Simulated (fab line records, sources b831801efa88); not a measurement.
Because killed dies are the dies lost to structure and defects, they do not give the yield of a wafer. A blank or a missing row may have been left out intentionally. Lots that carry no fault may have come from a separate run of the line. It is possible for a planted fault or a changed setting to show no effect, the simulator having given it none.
Struck lot and sound lot, side by side	flow sky130	21 steps out of a route of 708
Sound: the wafers L472.1, L472.5, L472.6. Struck: wafers L479.1, L479.6. The cause is given at the end.
At each step with rows: each side's tool, then ch and its chambers, then its first start. Under that, the readings that differ: sound wafers	struck wafers	difference of the means	sigmas: that difference in standard deviations of wafers without a fault.
alike: readings with means less than 2 such deviations apart, plus words and numbers identical on both sides. not compared: withheld readings, readings lacking a value on some wafer, bounds such as >300 that could conceal the same value, and numbers that have no deviation in the record and whose values overlap.
A row with sigmas, a row that says differs or no value, or rows on one side alone: a step with any of these is where the two part. When numbers do not overlap yet have no deviation, they are printed without sigmas and do not part them. A reading that every wafer of one side lacks parts them only if that side has two wafers or more.

SKY_SD_N_RS_MEAS_17: measurement is done with a four-point probe.
  sound on film-metro-03 at day 30 12:47; struck on film-metro-04 at day 33 04:37
  alike: SD_P_RS
SKY_SD_N_RS_MEAS_18: measurement is done with a four-point probe.
  sound on film-metro-03 at day 30 12:55; struck on film-metro-04 at day 33 04:44
  alike: RES_XHIGH_RS
then, 2 steps without rows for these wafers: SKY_SALICIDE_CLEAN_00 (cleans in HF-last, time 30 s); SKY_LI_CONTACT_HDPCVD_00 (deposits PSG, target thk 930 nm, time 155 s).
SKY_LI_CONTACT_THK_MEAS_01:
  sound on film-metro-04 at day 30 13:09; struck on film-metro-03 at day 33 04:58
  alike: LI_CONTACT_HDPCVD_THK
SKY_LI_CONTACT_CMP_02: polishes PSG.
  sound on cmp-02 ch 1,2, day 30 13:16; struck on cmp-02 ch 1,3, day 33 05:11
  alike: motor-current-A, time-to-endpoint-s
SKY_LI_CONTACT_BOW_MEAS_03:
  sound on film-metro-02 at day 30 13:31; struck on film-metro-03 at day 33 05:20
  alike: LI_CONTACT_BOW
then, 5 steps without rows for these wafers: SKY_LI_CONTACT_DEHYDRATE_04 (time 60 s); SKY_LI_CONTACT_HMDS_05 (prime time 60 s); SKY_LI_CONTACT_COAT_06 (resist thk 60 nm); SKY_LI_CONTACT_COAT_07 (resist thk 450 nm); SKY_LI_CONTACT_SOFTBAKE_08 (time 90 s).
SKY_LI_CONTACT_EXPOSE_09: exposes mask LICM1, target cd 170 nm.
  sound on krf-scanner-02 ch 0, day 31 03:10; struck on krf-scanner-02 ch 0, day 33 18:16
  alike: mask
then, 2 steps without rows for these wafers: SKY_LI_CONTACT_PEB_10; SKY_LI_CONTACT_DEVELOP_11 (develop time 60 s).
SKY_LI_CONTACT_CD_MEAS_12: target cd 170 nm.
  sound on cd-sem-01 at day 31 16:33; struck on cd-sem-01 at day 34 07:38
  alike: cd-nm
SKY_LI_CONTACT_OVL_MEAS_13:
  sound on overlay-01 at day 31 16:40; struck on overlay-01 at day 34 07:46
  alike: LI_CONTACT_OVL
SKY_LI_CONTACT_ETCH_14: etches BARC in N2/H2, stops on SiO2, time 45.9 s, target depth 60 nm.
  sound on rie-diel-02 ch 0,2, day 31 16:43; struck on rie-diel-04 ch 0,1, day 34 07:48
reading	sound	struck	difference	sigmas
model.LI_CONTACT.cd-nm (nm)	171.1 171.9 169	168.2 168.7	-2.2	
  alike: drypump-motor-current-A, oes-product-au, throttle-valve-pct
  not compared: rf-hours-counter-h
SKY_LI_CONTACT_ETCH_15: etches PSG in C4F8/O2/Ar, stops on Si, target depth 600 nm.
  sound on rie-diel-02 ch 0,2, day 31 16:45; struck on rie-diel-04 ch 0,1, day 34 07:50
reading	sound	struck	difference	sigmas
model.LI_CONTACT.cd-nm (nm)	171 172.1 168.6	167.1 168.5	-2.8	
  alike: oes-product-au
SKY_LI_CONTACT_STRIP_16: strips in O2/N2.
  sound on plasma-asher-01 ch 0,1, day 31 16:56; struck on plasma-asher-01 ch 0, day 34 07:55
  alike: drypump-motor-current-A, oes-product-au, strip-time-to-endpoint-s
  not compared: rf-hours-counter-h
SKY_PAD_OPEN_PROBE_99:
  the record holds rows for the sound wafers here (prober-02, day 47 15:13) but none for the struck ones

## WHERE THEY PART
Within this record, at SKY_PAD_OPEN_PROBE_99 only.

WHY: the cause the simulator had injected
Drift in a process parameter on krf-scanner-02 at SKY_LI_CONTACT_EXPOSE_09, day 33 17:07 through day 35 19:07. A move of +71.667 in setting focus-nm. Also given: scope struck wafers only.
